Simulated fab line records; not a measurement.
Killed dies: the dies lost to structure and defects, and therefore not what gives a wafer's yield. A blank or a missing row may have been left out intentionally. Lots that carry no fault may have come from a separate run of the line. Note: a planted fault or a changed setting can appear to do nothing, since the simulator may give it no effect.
Matching of chambers || flow gf180mcu || GF_V3_CVD_02 on pecvd-03 has 3 sister chambers
The step deposits SiO2 from TEOS, target thk 850 nm, time 94.851 s. 6 wafers are shown with their chamber, then 8 later ones without.

== EACH WAFER AND ITS CHAMBER ==
{"wafer": "L080.3", "chamber": 0, "heater power w (W)": 726}
{"wafer": "L081.6", "chamber": 1, "heater power w (W)": 517}
{"wafer": "L086.1", "chamber": 0, "heater power w (W)": 623}
{"wafer": "L086.3", "chamber": 2, "heater power w (W)": 633}
{"wafer": "L086.5", "chamber": 2, "heater power w (W)": 700}
{"wafer": "L092.4", "chamber": 1, "heater power w (W)": 619}

== WAFERS WITH NO CHAMBER GIVEN ==
{"wafer": "L092.5", "heater power w (W)": 785}
{"wafer": "L092.6", "heater power w (W)": 740}
{"wafer": "L095.1", "heater power w (W)": 721}
{"wafer": "L095.3", "heater power w (W)": 723}
{"wafer": "L095.6", "heater power w (W)": 756}
{"wafer": "L097.1", "heater power w (W)": 758}
{"wafer": "L097.2", "heater power w (W)": 769}
{"wafer": "L097.5", "heater power w (W)": 764}

== THE CHAMBER EACH PASSED THROUGH ==
{"wafer": "L092.5", "from the rows above": "can't be placed: 0 or 2 or 1", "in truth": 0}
{"wafer": "L092.6", "from the rows above": "can't be placed: 0 or 2 or 1", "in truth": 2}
{"wafer": "L095.1", "from the rows above": "can't be placed: 0 or 2 or 1", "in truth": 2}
{"wafer": "L095.3", "from the rows above": "can't be placed: 0 or 2 or 1", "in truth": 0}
{"wafer": "L095.6", "from the rows above": "can't be placed: 0 or 2 or 1", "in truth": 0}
{"wafer": "L097.1", "from the rows above": "can't be placed: 0 or 2 or 1", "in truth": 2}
{"wafer": "L097.2", "from the rows above": "can't be placed: 0 or 2 or 1", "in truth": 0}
{"wafer": "L097.5", "from the rows above": "can't be placed: 0 or 2 or 1", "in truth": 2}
0 of 8 placed correctly. From these rows, 8 cannot be placed; in 8 the true chamber is one of the candidates. Wrongly placed: 0.
How it was worked out, from the rows above alone: a wafer's distance from a chamber is the root of the sum, over the readings, of the square of ((its reading less the chamber's mean) divided by the reading's scatter). The wafer belongs to the nearest chamber; if the next one is less than 2 further off, it can't be placed. For every chamber, the mean is computed from those of its wafers that are shown. The scatter: take each reading less its chamber's mean, square it, sum over the shown wafers, divide by the number of wafers less the number of chambers, and take the root.
